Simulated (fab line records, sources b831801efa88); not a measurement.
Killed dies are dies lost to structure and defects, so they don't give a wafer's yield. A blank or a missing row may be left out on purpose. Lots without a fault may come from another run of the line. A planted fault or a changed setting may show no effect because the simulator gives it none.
Tool commonality check | flow gf180mcu | 12 lots, 36 wafers sampled

WHY IT WAS OPENED
At GF_STI_THK_MEAS_30 the reading STI_OXIDATION_02_THK is flagged on 2 of 12 lots. Wafers without a fault read 9.95 nm, standard deviation 0.19.
Rule: a lot is flagged when every wafer of it that has a number lies more than 4 standard deviations from that mean, or none has a number. The other lots count as sound.

lot  | measured    | on            | STI_OXIDATION_02_THK (nm), wafer by wafer | flag
L211 | day 2 05:59 | film_metro-01 | 9.78 9.88 9.89                            |
L212 | day 2 11:14 | film_metro-02 | 10.03 10.03 10.10                         |
L213 | day 2 17:14 | film_metro-04 | 10.26 10.22 10.03                         |
L214 | day 2 22:25 | film_metro-01 | 10.27 10.17 9.99                          |
L215 | day 3 02:09 | film_metro-04 | 9.76 9.87 9.83                            |
L216 | day 3 07:16 | film_metro-04 | 9.70 9.68 9.72                            |
L218 | day 3 18:11 | film_metro-02 | 9.80 9.98 9.79                            |
L219 | day 4 02:16 | film_metro-02 | 10.41 10.59 10.22                         |
L221 | day 4 18:11 | film_metro-01 | 10.18 10.30 9.97                          |
L223 | day 4 23:21 | film_metro-02 | 9.89 9.89 10.05                           |
L227 | day 5 20:37 | film_metro-02 | 7.92 8.06 7.70                            | FLAGGED
L229 | day 6 07:04 | film_metro-01 | 7.83 7.68 7.80                            | FLAGGED
The numbers of the flagged lots are 7.83 nm on average: -2.12 nm against the usual, or -11 standard deviations.

WHICH TOOL RAN EACH LOT
The record holds 1 process step before the reading, out of a route of 602 steps. In each cell: the tool, then ch and the chambers that the sampled wafers went through, then the start.
lot  | flag    | GF_STI_OXIDATION_29
L211 |         | furnace-01 ch 0, day 2 04:35
L212 |         | furnace-01 ch 0, day 2 09:49
L213 |         | furnace-01 ch 0, day 2 15:50
L214 |         | furnace-02 ch 0, day 2 21:01
L215 |         | furnace-01 ch 0, day 3 00:45
L216 |         | furnace-02 ch 0, day 3 05:51
L218 |         | furnace-01 ch 0, day 3 16:46
L219 |         | furnace-01 ch 0, day 4 00:53
L221 |         | furnace-01 ch 0, day 4 16:47
L223 |         | furnace-02 ch 0, day 4 21:56
L227 | FLAGGED | furnace-01 ch 0, day 5 19:14
L229 | FLAGGED | furnace-01 ch 0, day 6 05:40
What these steps do:
- GF_STI_OXIDATION_29: stabilise 600 s, purge 300 s, target thk 10 nm.
- GF_STI_THK_MEAS_30

FLAGGED OVER TOTAL, TOOL BY TOOL (the gauges that took the reading come last)
step                | tool          | lots run | flagged | share of the flagged lots | sound lots run after its first flagged lot
GF_STI_OXIDATION_29 | furnace-01    | 9        | 2       | all                       | 0
GF_STI_OXIDATION_29 | furnace-02    | 3        | 0       | none                      | -
GF_STI_THK_MEAS_30  | film_metro-01 | 4        | 1       | some                      | 0
GF_STI_THK_MEAS_30  | film_metro-02 | 5        | 1       | some                      | 0
GF_STI_THK_MEAS_30  | film_metro-04 | 3        | 0       | none                      | -

WHAT THE TABLE ALLOWS
1 row of the table ran every flagged lot: furnace-01 at GF_STI_OXIDATION_29.
- furnace-01 at GF_STI_OXIDATION_29: 2 of its 9 lots flagged. Its last sound lot is L221 (day 4 16:47), its first flagged lot L227 (day 5 19:14): a fault that began between those two fits. Its own readings lie more than 4 standard deviations out on every wafer of the flagged lots: spike_tc_bottom_C, spike_tc_centre_C, spike_tc_lower_C, spike_tc_top_C, spike_tc_upper_C, tube_center_temp_C, tube_center_temp_C_max.
One tool is left: furnace-01 at GF_STI_OXIDATION_29.

WHAT THE SIMULATOR HAD PUT IN
Process parameter drift: furnace-01, from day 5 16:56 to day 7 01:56, at GF_STI_OXIDATION_29. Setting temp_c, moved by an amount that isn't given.
Lots struck among those shown: L227, L229. The rule above found the same.
